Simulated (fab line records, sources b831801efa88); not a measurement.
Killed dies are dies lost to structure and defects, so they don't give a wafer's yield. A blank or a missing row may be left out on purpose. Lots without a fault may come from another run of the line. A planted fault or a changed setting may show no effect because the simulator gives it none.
Which tool did it? | flow sky130 | 12 lots, 36 wafers sampled, at 1 step of a route of 708

WHAT THE GAUGES READ, wafer by wafer
SKY_FIELD_ISO_BOW_MEAS_00.
lot  | measured    | on            | INCOMING_BOW (um)
L075 | day 1 15:02 | film_metro-02 | -3 -2 16
L077 | day 2 01:00 | film_metro-02 | -1 8 9
L079 | day 2 11:01 | film_metro-04 | 2 2 3
L081 | day 2 21:00 | film_metro-04 | -9 -6 5
L083 | day 3 07:00 | film_metro-01 | 0 0 1
L085 | day 3 17:00 | film_metro-04 | 0 -4 -10
L087 | day 4 03:00 | film_metro-01 | -13 -6 2
L089 | day 4 13:02 | film_metro-04 | 4 11 1
L091 | day 4 23:04 | film_metro-04 | 8 -2 -1
L093 | day 5 09:00 | film_metro-04 | 2 5 -6
L095 | day 5 19:00 | film_metro-04 | -5 -3 10
L097 | day 6 05:01 | film_metro-01 | -10 -1 -6

WHICH TOOL RAN EACH LOT (tool, then ch and the chambers of the sampled wafers, then the start)
The record holds no process step before these readings.

THE ANSWER, worked out from the rows above alone
Rule: what is usual is taken from the lots themselves. Put in order of their means at a reading, lots are off if they are a third of the lots or fewer, leave a main group of 4 or more, and stand apart from it by a gap of 3 or more times the standard deviation of the main group's means; of several such gaps the widest counts. A main group whose means are all the same, to the digits that the tables above print for the reading, isn't used. A lot without any number at a reading at which 4 lots or more have one is off too. The other lots that the step has rows for count as sound.
No lot is off at any reading shown: from this, nothing can be told.

WHAT THE SIMULATOR HAD PUT IN
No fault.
